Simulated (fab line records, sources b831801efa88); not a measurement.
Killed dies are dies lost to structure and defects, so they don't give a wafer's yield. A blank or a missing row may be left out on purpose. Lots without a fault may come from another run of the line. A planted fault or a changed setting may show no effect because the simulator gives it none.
Chamber matching | flow sfq_line | SFQ_TRILAYER_I2_VIA_BARC_OPEN_VIA_ETCH_096 on rie_diel-04: 4 sister chambers
The step etches BARC in O2, target depth 125 nm, time 41.7 s. 14 wafers are shown with their chamber, then 7 later ones without.

WAFERS WITH THEIR CHAMBER
wafer  | chamber | oes_product_au (a.u.) | bias_w (W)
L632.2 | 1       | 0.681                 | 79.94
L632.4 | 2       | 0.688                 | 79.82
L632.5 | 2       | 0.679                 | 79.82
L633.3 | 1       | 0.681                 | 80.01
L633.5 | 1       | 0.681                 | 79.78
L633.6 | 0       | 0.692                 | 79.78
L635.4 | 2       | 0.680                 | 80.34
L635.5 | 3       | 0.689                 | 79.89
L635.6 | 0       | 0.683                 | 80.29
L637.3 | 2       | 0.686                 | 80.48
L637.4 | 3       | 0.686                 | 80.00
L637.6 | 3       | 0.687                 | 80.06
L640.1 | 1       | 0.685                 | 79.63
L640.2 | 0       | 0.683                 | 80.02

SIGNATURES (means of the wafers above)
reading        | chamber 0 | chamber 1 | chamber 2 | chamber 3 | scatter within a chamber
oes_product_au | 0.68600   | 0.68200   | 0.68325   | 0.68733   | 0.0036
bias_w         | 80.0300   | 79.8400   | 80.1150   | 79.9833   | 0.243
Rule: a wafer's distance from a chamber is the root of the sum, over the readings, of the square of ((its reading less the chamber's mean) divided by the reading's scatter). The wafer belongs to the nearest chamber; if the next one is less than 2 further off, it can't be placed. The scatter: the root of (the sum of the squares of (reading less its chamber's mean) over the shown wafers, divided by (wafers less chambers)).

WAFERS WITHOUT THEIR CHAMBER
wafer  | oes_product_au (a.u.) | bias_w (W)
L640.6 | 0.688                 | 79.93
L647.2 | 0.681                 | 79.53
L647.3 | 0.693                 | 79.47
L647.5 | 0.687                 | 79.67
L649.1 | 0.685                 | 80.10
L649.4 | 0.678                 | 80.45
L649.6 | 0.684                 | 79.67

WHICH CHAMBER EACH WENT THROUGH
wafer  | from the rows above               | in truth
L640.6 | can't be placed: 3 or 0 or 2 or 1 | 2
L647.2 | can't be placed: 1 or 0 or 2 or 3 | 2
L647.3 | can't be placed: 3 or 0 or 1 or 2 | 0
L647.5 | can't be placed: 3 or 0 or 1 or 2 | 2
L649.1 | can't be placed: 0 or 2 or 3 or 1 | 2
L649.4 | can't be placed: 2 or 1 or 0 or 3 | 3
L649.6 | can't be placed: 1 or 0 or 3 or 2 | 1
Placed correctly: 0 of 7. Can't be placed from these rows: 7 (the true chamber is among the candidates in 7). Placed wrongly: 0.
